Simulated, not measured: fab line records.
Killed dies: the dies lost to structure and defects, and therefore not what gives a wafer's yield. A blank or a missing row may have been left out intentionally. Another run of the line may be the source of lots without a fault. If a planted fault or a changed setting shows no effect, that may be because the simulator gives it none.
The same fault as seen by 2 desks || flow sky130 || what lay behind the numbers comes last; until then each desk has only its own

THE METROLOGY DESK
What the gauges read, lot by lot, whatever tool the lot ran on: means of the sampled wafers that have a number. A lot is out of limits, marked OUT, if its mean lies more than 4 standard deviations from the usual mean; the brackets give that distance.
Columns: A = cd nm at SKY_FIELD_ISO_CD_MEAS_13, usual 150.1 nm
{"lot": "L545", "first seen here": "day 2 07:40", "A": 150.0}
{"lot": "L551", "first seen here": "day 3 11:31", "A": 149.2}
{"lot": "L560", "first seen here": "day 5 12:04", "A": 152.2}
{"lot": "L561", "first seen here": "day 5 16:22", "A": 150.8}
{"lot": "L565", "first seen here": "day 6 12:29", "A": 150.4}
{"lot": "L566", "first seen here": "day 6 17:10", "A": 149.3}
This desk found nothing out of limits on any of the 6 lots.

TOOL OWNER'S DESK, rie si-01
The tool's own readings at SKY_FIELD_ISO_ETCH_17 (etches Si in HBr/Cl2/O2, target depth 342 nm, time 97.7 s): means of the sampled wafers that have a number, for each lot that ran on this tool. A lot is out of limits, marked OUT, if its mean lies more than 4 standard deviations from the usual mean; the brackets give that distance.
Columns: A = O2_flow_sccm at SKY_FIELD_ISO_ETCH_17, usual 6.000 sccm; B = chamber pressure mTorr at SKY_FIELD_ISO_ETCH_17, usual 15.000 mTorr; C = drypump motor current A at SKY_FIELD_ISO_ETCH_17, usual 5.8 A; D = oes product au at SKY_FIELD_ISO_ETCH_17, usual 1.001 a.u.; E = run length s at SKY_FIELD_ISO_ETCH_17, usual 126.1 s; F = throttle valve pct at SKY_FIELD_ISO_ETCH_17, usual 25.656 %
{"lot": "L545", "first seen here": "day 2 07:56", "A": 5.987, "B": 14.987, "C": 5.7, "D": 1.008, "E": 125.8, "F": 25.656}
{"lot": "L560", "first seen here": "day 5 12:20", "A": 6.005, "B": 14.995, "C": 5.7, "D": 1.006, "E": 127.2, "F": 25.650}
{"lot": "L561", "first seen here": "day 5 16:41", "A": 6.001, "B": 14.993, "C": 5.5, "D": 1.008, "E": 127.4, "F": 25.659}
This desk found nothing out of limits on any of the 3 lots.

BROUGHT TOGETHER
Metrology desk: nothing out of limits seen.
The desk of the tool owner found nothing out of limits.

WHAT THE SIMULATOR HAD PUT IN
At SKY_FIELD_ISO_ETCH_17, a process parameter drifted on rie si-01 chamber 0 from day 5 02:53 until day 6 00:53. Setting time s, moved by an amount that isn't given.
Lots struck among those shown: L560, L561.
